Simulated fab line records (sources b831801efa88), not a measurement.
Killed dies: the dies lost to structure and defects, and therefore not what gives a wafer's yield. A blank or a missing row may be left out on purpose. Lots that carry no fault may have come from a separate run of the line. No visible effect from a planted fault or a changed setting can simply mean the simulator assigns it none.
The tool behind it: which one?    flow sky130    6 lots (18 wafers sampled), 1 step of a 708-step route

## WHAT THE GAUGES SHOWED, per wafer
SKY_FIELD_ISO_THK_MEAS_04.
lot   measured     on             FIELD_ISO_CVD_03_THK (nm)
L777  day 1 18:44  film_metro-02  165.3 165.5 165.4
L782  day 2 19:29  film_metro-02  164.7 164.0 166.4
L790  day 4 11:34  film_metro-01  164.2 165.5 164.5
L793  day 5 02:29  film_metro-02  164.1 164.0 165.3
L796  day 5 17:55  film_metro-01  166.9 166.7 166.5
L799  day 6 08:41  film_metro-03  166.4 165.7 166.7

## WHAT TOOL EACH LOT RAN ON (gives the tool, then ch and the chambers of the sampled wafers, and finally the start)
The record shows no process step preceding these readings.

## THE ANSWER, worked out from the rows above alone
Rule: the lots themselves supply what counts as usual. Put in order of their means at a reading, lots are off if they are a third of the lots or fewer, leave a main group of 4 or more, and stand apart from it by a gap of 3 or more times the standard deviation of the main group's means; of several such gaps the widest counts. A main group is skipped when, at the precision printed for the reading in the tables above, its means are all equal. Also off: a lot with no number at a reading for which 4 or more lots have one. The other lots that the step has rows for count as sound.
Across all readings shown, no lot is off: no conclusion can be drawn from this.

## WHAT THE SIMULATOR PUT IN
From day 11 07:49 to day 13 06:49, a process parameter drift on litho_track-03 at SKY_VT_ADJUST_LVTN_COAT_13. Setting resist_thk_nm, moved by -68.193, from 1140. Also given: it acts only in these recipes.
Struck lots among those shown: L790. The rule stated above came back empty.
